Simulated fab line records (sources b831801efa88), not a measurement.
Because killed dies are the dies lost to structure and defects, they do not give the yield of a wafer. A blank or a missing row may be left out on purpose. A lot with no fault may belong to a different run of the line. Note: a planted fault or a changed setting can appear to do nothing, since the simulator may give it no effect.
One fault seen from 2 desks | flow sky130 | each desk holds nothing but its own numbers, with what lay behind them at the end

== AT THE METROLOGY DESK ==
What the gauges read, lot by lot, whatever tool the lot ran on: means of the sampled wafers that have a number. The brackets show how far a lot's mean lies from the usual mean; more than 4 standard deviations puts the lot out of limits, marked OUT.
Columns: A = CONTACT_CVD_00_THK at SKY_CONTACT_THK_MEAS_01, usual 75.1 nm; B = CONTACT_W_RS at SKY_CONTACT_RS_MEAS_25, usual 0.336 ohm/sq
lot  | first seen here | A    | B
L441 | day 30 20:26    | 75.6 | 0.338
L443 | day 31 21:28    | 75.3 | 0.333
L446 | day 32 20:01    | 75.1 | 0.337
L447 | day 32 20:53    | 75.8 | 0.330
L448 | day 33 09:54    | 75.3 | 0.333
L450 | day 34 08:43    | 75.3 | 0.345
L449 | day 34 08:54    | 75.3 | 0.331
L453 | day 34 17:43    | 76.3 | 0.340
L455 | day 35 10:29    | 75.2 | 0.281 (-8.9) OUT
L457 | day 35 23:05    | 73.8 | 0.181 (-25) OUT
L461 | day 37 05:02    | 74.6 | 0.231 (-17) OUT
This desk's result: L455, L457, L461 out of limits, first on L455 (CONTACT_W_RS at SKY_CONTACT_RS_MEAS_25), day 36 14:30. In limits: L441, L443, L446, L447, L448, L450, L449, L453.

== DESK OF THE TOOL OWNER: cvdW-01 ==
The tool's own readings at SKY_CONTACT_CVD_24 (deposits W, target thk 340 nm, time 102.12 s): means of the sampled wafers that have a number, for each lot that ran on this tool. The brackets show how far a lot's mean lies from the usual mean; more than 4 standard deviations puts the lot out of limits, marked OUT.
Columns: A = heaterPowerW at SKY_CONTACT_CVD_24, usual 813 W
lot  | first seen here | A
L443 | day 33 01:49    | 767
L447 | day 34 01:34    | 777
L448 | day 34 13:49    | 771
L449 | day 35 12:59    | 778
L455 | day 36 14:22    | 776
L457 | day 37 02:41    | 780
L461 | day 38 08:26    | 767
This desk's verdict: no lot among the 7 shows anything out of limits.

== ALL TOGETHER ==
An alarm was possible from the metrology desk at day 36 14:30, on L455, L457, L461.
The tool owner's desk saw nothing out of limits.
Tool owner's desk: L455, L457, L461 on record, inside its limits.
On cvdW-01, each named lot ran SKY_CONTACT_CVD_24.

== WHAT HAD BEEN PUT IN BY THE SIMULATOR ==
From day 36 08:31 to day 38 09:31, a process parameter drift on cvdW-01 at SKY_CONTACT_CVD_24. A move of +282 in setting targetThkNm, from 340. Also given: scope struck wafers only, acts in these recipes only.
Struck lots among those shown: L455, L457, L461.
Time in hours between the start of the fault and the first out-of-limits reading at each desk: metrology desk, 6.
